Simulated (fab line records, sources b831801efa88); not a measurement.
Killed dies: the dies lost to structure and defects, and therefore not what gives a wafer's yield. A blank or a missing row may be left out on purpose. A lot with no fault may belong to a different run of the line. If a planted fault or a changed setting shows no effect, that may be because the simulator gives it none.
A lot that was struck, set against a sound lot -- flow sky130 -- 22 steps out of a route of 708
Sound: the wafers L612.2, L612.4, L612.6. Struck: wafers L619.1, L619.2, L619.5. The cause is given at the end.
Order at every step that has rows: each side's tool, ch and its chambers, its first start. Under that, the readings that differ: sound wafers -- struck wafers -- difference of the means -- sigmas: that difference in standard deviations of wafers without a fault.
alike: readings whose means differ by less than 2 such deviations, and words and numbers that are the same on both sides. not compared: withheld readings, readings that some wafer has no value for, bounds like >300 that may hide the same value, and numbers for which the record gives no deviation and whose values overlap.
Wherever a step has rows on one side only, a row that says differs or no value, or a row with sigmas, the two part there. When numbers do not overlap yet have no deviation, they are printed without sigmas and do not part them. Lack of a reading on every wafer of one side parts them only where that side has two or more wafers.

first, 6 steps without rows for these wafers: SKY_VT_ADJUST_LVTN_HMDS_01 (prime time 60 s); SKY_VT_ADJUST_LVTN_COAT_02 (resist thk 3000 nm); SKY_VT_ADJUST_LVTN_SOFTBAKE_03; SKY_VT_ADJUST_LVTN_EXPOSE_04 (exposes mask NWM COMPLEMENT LESS NATIVE, target cd 840 nm); SKY_VT_ADJUST_LVTN_PEB_05; SKY_VT_ADJUST_LVTN_DEVELOP_06 (develop time 60 s).
SKY_VT_ADJUST_LVTN_OVL_MEAS_07:
  sound on overlay-01, day 11 02:32; struck on overlay-02, day 12 09:46
  alike: VT_ADJUST_LVTN_OVL
then, 1 step without rows for these wafers: SKY_VT_ADJUST_LVTN_IMPLANT_08.
SKY_VT_ADJUST_LVTN_STRIP_09: strips in O2/N2.
  sound on plasmaAsher-01 ch 0,1, day 11 02:43; struck on plasmaAsher-02 ch 0,1, day 12 09:57
  alike: drypumpMotorCurrentA, o2FlowSccm, oesProductAu, stripTimeToEndpointS
  not compared: rfHoursCounterH
SKY_VT_ADJUST_LVTN_TW_MEAS_10:
  sound on filmMetro-04, day 11 02:50; struck on filmMetro-04, day 12 10:03
  alike: VT_ADJUST_LVTN_TW
then, 2 steps without rows for these wafers: SKY_VT_ADJUST_LVTN_DEHYDRATE_11 (time 60 s); SKY_VT_ADJUST_LVTN_HMDS_12 (prime time 60 s).
SKY_VT_ADJUST_LVTN_COAT_13: resist thk 1140 nm.
  sound on lithoTrack-02 ch 0, day 11 13:35; struck on lithoTrack-02 ch 0, day 12 22:40
reading,sound,struck,difference,sigmas
spinSpeedRpm (rpm),2997.9 3000.6 3001.6,3129.0 3127.8 3127.1,+127.9,+67
model.NOVOLAK_of_VT_ADJUST_LVTN_COAT_13.thkNm (nm),1138 1138 1139,1114 1115 1116,-23,
then, 3 steps without rows for these wafers: SKY_VT_ADJUST_LVTN_SOFTBAKE_14 (time 60 s); SKY_VT_ADJUST_LVTN_EXPOSE_15 (exposes mask HVN STD DERIVED, target cd 600 nm); SKY_VT_ADJUST_LVTN_PEB_16.
SKY_VT_ADJUST_LVTN_DEVELOP_17: develop time 60 s.
  sound on lithoTrack-02 ch 0, day 12 01:47; struck on lithoTrack-01 ch 0, day 13 11:14
reading,sound,struck,difference,sigmas
model.NOVOLAK_of_VT_ADJUST_LVTN_COAT_13.thkNm (nm),1138 1138 1138,1113 1115 1115,-24,
SKY_VT_ADJUST_LVTN_OVL_MEAS_18:
  sound on overlay-01, day 12 01:56; struck on overlay-02, day 13 11:23
  alike: VT_ADJUST_LVTN_01_OVL
then, 1 step without rows for these wafers: SKY_VT_ADJUST_LVTN_IMPLANT_19.
SKY_VT_ADJUST_LVTN_STRIP_20: strips in O2/N2.
  sound on plasmaAsher-01 ch 0,1, day 12 02:07; struck on plasmaAsher-04 ch 0,1, day 13 11:34
reading,sound,struck,difference,sigmas
stripTimeToEndpointS (s),14.15 14.13 14.16,13.86 13.90 13.89,-0.26,-6
  alike: drypumpMotorCurrentA, o2FlowSccm, oesProductAu
  not compared: rfHoursCounterH
SKY_VT_ADJUST_LVTN_TW_MEAS_21:
  sound on filmMetro-03, day 12 02:13; struck on filmMetro-02, day 13 11:40
  alike: VT_ADJUST_LVTN_2_TW
-- here the record skips 37 days between the struck wafers' starts before and after, leaving off in module VT_ADJUST_LVTN and picking up in module PAD_OPEN (first step shown: number 708 of the route) --
SKY_PAD_OPEN_PROBE_99:
  rows exist in the record for the struck wafers here (prober-01, day 50 19:11), but not for the sound ones

## WHERE THEY PART
At SKY_VT_ADJUST_LVTN_COAT_13 first; at SKY_PAD_OPEN_PROBE_99 last (within this record only).

WHY: whatever the simulator had introduced
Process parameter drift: lithoTrack-02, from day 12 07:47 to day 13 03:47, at SKY_VT_ADJUST_LVTN_COAT_13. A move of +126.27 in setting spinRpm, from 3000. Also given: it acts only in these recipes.
